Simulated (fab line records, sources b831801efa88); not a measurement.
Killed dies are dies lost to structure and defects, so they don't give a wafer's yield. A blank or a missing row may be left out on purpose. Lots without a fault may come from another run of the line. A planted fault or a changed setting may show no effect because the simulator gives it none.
One fault seen from 2 desks | flow sfq_line | each desk has only its own numbers; what lay behind them comes last

THE TOOL OWNER'S DESK: litho_track-02
The tool's own readings at SFQ_TRILAYER_I7_VIA_LITHO_PEB_190 (peb time 60 s): means of the sampled wafers that have a number, for each lot that ran on this tool. A lot is out of limits, marked OUT, if its mean lies more than 4 standard deviations from the usual mean; the brackets give that distance.
Columns: A = heater_power_total_W at SFQ_TRILAYER_I7_VIA_LITHO_PEB_190, usual 79.15 W; B = plate_temp_C at SFQ_TRILAYER_I7_VIA_LITHO_PEB_190, usual 115.01 C
lot  | first seen here | A               | B
L555 | day 88 07:52    | 79.98 (+12) OUT | 115.97 (+7.4) OUT
L556 | day 88 10:19    | 79.98 (+12) OUT | 115.84 (+6.4) OUT
L560 | day 91 07:29    | 79.15           | 114.91
L562 | day 91 14:45    | 79.13           | 115.06
This desk's finding: out of limits on L555, L556; first on L555, day 88 07:52 (heater_power_total_W at SFQ_TRILAYER_I7_VIA_LITHO_PEB_190). In limits: L560, L562.

THE METROLOGY DESK
What the gauges read, lot by lot, whatever tool the lot ran on: means of the sampled wafers that have a number. A lot is out of limits, marked OUT, if its mean lies more than 4 standard deviations from the usual mean; the brackets give that distance.
Columns: A = I7_BOW at SFQ_I7_BOW_MEAS_946, usual 8 um; B = I7_OVL at SFQ_I7_OVL_MEAS_947, usual -1 nm
lot  | first seen here | A  | B
L546 | day 82 01:10    | 7  | 3
L555 | day 83 17:41    | 22 | -2
L556 | day 83 20:43    | -7 | 13
L558 | day 84 03:45    | 18 | -4
L560 | day 87 21:05    | 16 | -6
L562 | day 88 05:05    | -3 | 7
This desk's finding: nothing out of limits on any of the 6 lots.

PUT TOGETHER
The tool owner's desk could have raised an alarm at day 88 07:52, on L555, L556.
The metrology desk saw nothing out of limits.
The metrology desk has L555, L556 on record, within its limits.
Of the lots named, all ran SFQ_TRILAYER_I7_VIA_LITHO_PEB_190 on litho_track-02.

WHAT THE SIMULATOR HAD PUT IN
Process parameter drift: litho_track-02, from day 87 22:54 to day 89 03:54, at SFQ_TRILAYER_I7_VIA_LITHO_PEB_190. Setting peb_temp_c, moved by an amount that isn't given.
Lots struck among those shown: L555, L556.
Hours from the fault's start to each desk's first reading out of limits: the tool owner's desk, 9.
